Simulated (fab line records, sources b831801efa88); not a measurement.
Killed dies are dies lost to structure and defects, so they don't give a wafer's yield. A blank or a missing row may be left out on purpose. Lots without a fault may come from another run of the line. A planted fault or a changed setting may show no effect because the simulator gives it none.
Split-lot experiment | flow sfq_line | 5 lots, 23 wafers read, on a route of 325 steps

THE SPLIT
At SFQ_TRILAYER_I3_VIA_LITHO_COAT_085 (resist thk 650 nm), the setting resist_thk_nm was moved away from the recipe's 650 nm on 7 of the 23 wafers read, by -5.7% to +4.1%. The other wafers ran this setting at the recipe's value.

The reading is taken at the split's own step.

THE READING
KrF_of_TRILAYER_I3_VIA_LITHO_COAT_085.thk_nm (the simulator's own value, which no gauge read), in nm, at SFQ_TRILAYER_I3_VIA_LITHO_COAT_085 (resist thk 650 nm). The file gives no usual value for it. The 16 wafers here that ran the recipe average 650.9 nm, standard deviation 1.4 nm.

wafer  | tool, chamber at the split | resist_thk_nm as run, nm | against the recipe | KrF_of_TRILAYER_I3_VIA_LITHO_COAT_085.thk_nm, nm | against lot-mates on the recipe
L075.1 | litho_track-03, 0          | 676.5                    | +4.1%              | 678.4                                            | +28.6
L075.2 | litho_track-03, 0          | 650                      | recipe             | 649.6                                            | -
L075.3 | litho_track-03, 0          | 650                      | recipe             | 650                                              | -
L075.5 | litho_track-03, 0          | 676.5                    | +4.1%              | 674.6                                            | +24.8
L075.6 | litho_track-03, 0          | 676.5                    | +4.1%              | 676.1                                            | +26.3
L077.1 | litho_track-01, 0          | 650                      | recipe             | 650.4                                            | -
L077.3 | litho_track-01, 0          | 650                      | recipe             | 650.9                                            | -
L077.4 | litho_track-01, 0          | 650                      | recipe             | 647.9                                            | -
L077.5 | litho_track-01, 0          | 650                      | recipe             | 649.7                                            | -
L077.6 | litho_track-01, 0          | 650                      | recipe             | 649.6                                            | -
L078.1 | litho_track-03, 0          | 650                      | recipe             | 652.9                                            | -
L078.5 | litho_track-03, 0          | 650                      | recipe             | 650.8                                            | -
L078.6 | litho_track-03, 0          | 650                      | recipe             | 651.9                                            | -
L079.2 | litho_track-04, 0          | 650                      | recipe             | 652                                              | -
L079.3 | litho_track-04, 0          | 628.6                    | -3.3%              | 631.3                                            | -21.2
L079.4 | litho_track-04, 0          | 650                      | recipe             | 653.7                                            | -
L079.5 | litho_track-04, 0          | 628.6                    | -3.3%              | 628.4                                            | -24.1
L079.6 | litho_track-04, 0          | 650                      | recipe             | 651.7                                            | -
L080.1 | litho_track-04, 0          | 650                      | recipe             | 651.4                                            | -
L080.2 | litho_track-04, 0          | 650                      | recipe             | 650.6                                            | -
L080.3 | litho_track-04, 0          | 612.7                    | -5.7%              | 612.5                                            | -38.4
L080.4 | litho_track-04, 0          | 650                      | recipe             | 650.7                                            | -
L080.5 | litho_track-04, 0          | 612.7                    | -5.7%              | 613.2                                            | -37.7

THE FIT
A straight line over all 23 wafers: KrF_of_TRILAYER_I3_VIA_LITHO_COAT_085.thk_nm changes by +6.44 nm for each +1% of resist_thk_nm; r = +1.00; the points scatter about the line by 1.5 nm.
The same after taking each lot's own level away (the mean of its wafers on the recipe; 23 wafers): +6.62 nm for each +1%; r = +1.00; scatter 1.1 nm.
On that fit, the largest move of resist_thk_nm shifts the reading by 38 nm.
The lots' own levels span 649.70 to 652.47 nm, that is 2.0 times the standard deviation above.
So the lot-to-lot level changes the slope little: the two slopes agree.
Check: with one of the wafers moved furthest among these (-5.7%) left out of the fit, the line predicts -38 nm for it against its lot-mates. It came out at -38.4 nm against them.

OTHER SPLITS ON THESE WAFERS
These wafers also went through other splits before the reading. Each is held against what the fit with the lots' levels taken away leaves over:
other split on the same wafers            | wafers away from the commonest value | r with KrF_of_TRILAYER_I3_VIA_LITHO_COAT_085.thk_nm (lot level and that fit taken away)
SFQ_TRILAYER_M3_LITHO_PEB_078 peb_temp_c  | 11                                   | +0.00
SFQ_TRILAYER_M3_ETCH_METAL_ETCH_078 icp_w | 5                                    | -0.15

THE FILE'S OWN FIT
KrF_of_TRILAYER_I3_VIA_LITHO_COAT_085.thk_nm changes by +6.64 nm for each +1% of resist_thk_nm, r = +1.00.
